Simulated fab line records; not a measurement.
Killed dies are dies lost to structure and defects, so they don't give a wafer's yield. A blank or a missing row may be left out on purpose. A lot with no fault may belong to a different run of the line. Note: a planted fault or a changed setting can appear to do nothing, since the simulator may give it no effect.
Chamber matching    flow sky130    cmp-02 running SKY_VIA1_CMP_02: 4 sister chambers
The step polishes SiO2. 14 wafers are shown with their chamber, then 7 later ones without.

== WAFERS, EACH WITH ITS CHAMBER ==
wafer   chamber  motor_current_A (A)  platen_rpm (rpm)  edge_zone_pressure_frac
L527.2  1        11.0                 59.95             0.990
L527.3  0        12.4                 60.07             1.001
L527.4  3        13.0                 60.02             0.994
L528.4  3        12.7                 59.99             0.991
L528.5  1        10.5                 60.04             1.000
L528.6  0        12.5                 59.97             0.994
L530.1  2        9.8                  59.98             1.000
L530.4  3        12.1                 60.07             1.006
L530.6  1        11.6                 60.02             0.991
L531.3  1        11.3                 59.96             1.004
L531.5  1        11.3                 60.09             1.005
L531.6  2        10.2                 60.02             0.994
L542.2  3        12.9                 60.03             0.999
L542.3  1        11.7                 60.00             0.999

SIGNATURES (means of the wafers above)
reading                  chamber 0  chamber 1  chamber 2  chamber 3  scatter within a chamber
motor_current_A          12.450     11.233     10.000     12.675     0.391
platen_rpm               60.0200    60.0100    60.0000    60.0275    0.0476
edge_zone_pressure_frac  0.99750    0.99817    0.99700    0.99750    0.00612
Rule: a wafer's distance from a chamber is the root of the sum, over the readings, of the square of ((its reading less the chamber's mean) divided by the reading's scatter). If the next closest chamber is less than 2 further off than the closest, the wafer can't be placed; otherwise it belongs to the closest. The scatter: the root of (the sum of the squares of (reading less its chamber's mean) over the shown wafers, divided by (wafers less chambers)).

== WAFERS WHOSE CHAMBER IS MISSING ==
wafer   motor_current_A (A)  platen_rpm (rpm)  edge_zone_pressure_frac
L542.4  11.9                 59.93             1.007
L546.2  11.2                 60.08             0.994
L546.3  9.6                  60.04             0.995
L546.4  12.4                 60.08             0.999
L547.3  11.1                 59.97             1.010
L547.4  10.2                 60.08             1.002
L547.5  10.3                 60.01             0.995

== EACH ONE'S CHAMBER ==
wafer   from the rows above           in truth
L542.4  can't be placed: 1 or 0 or 3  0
L546.2  can't be placed: 1 or 0 or 2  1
L546.3  2                             2
L546.4  can't be placed: 0 or 3       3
L547.3  can't be placed: 1 or 2       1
L547.4  can't be placed: 2 or 1       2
L547.5  can't be placed: 2 or 1       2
1 of 7 placed correctly. Can't be placed from these rows: 6 (the true chamber is among the candidates in 6). Wrongly placed: 0.
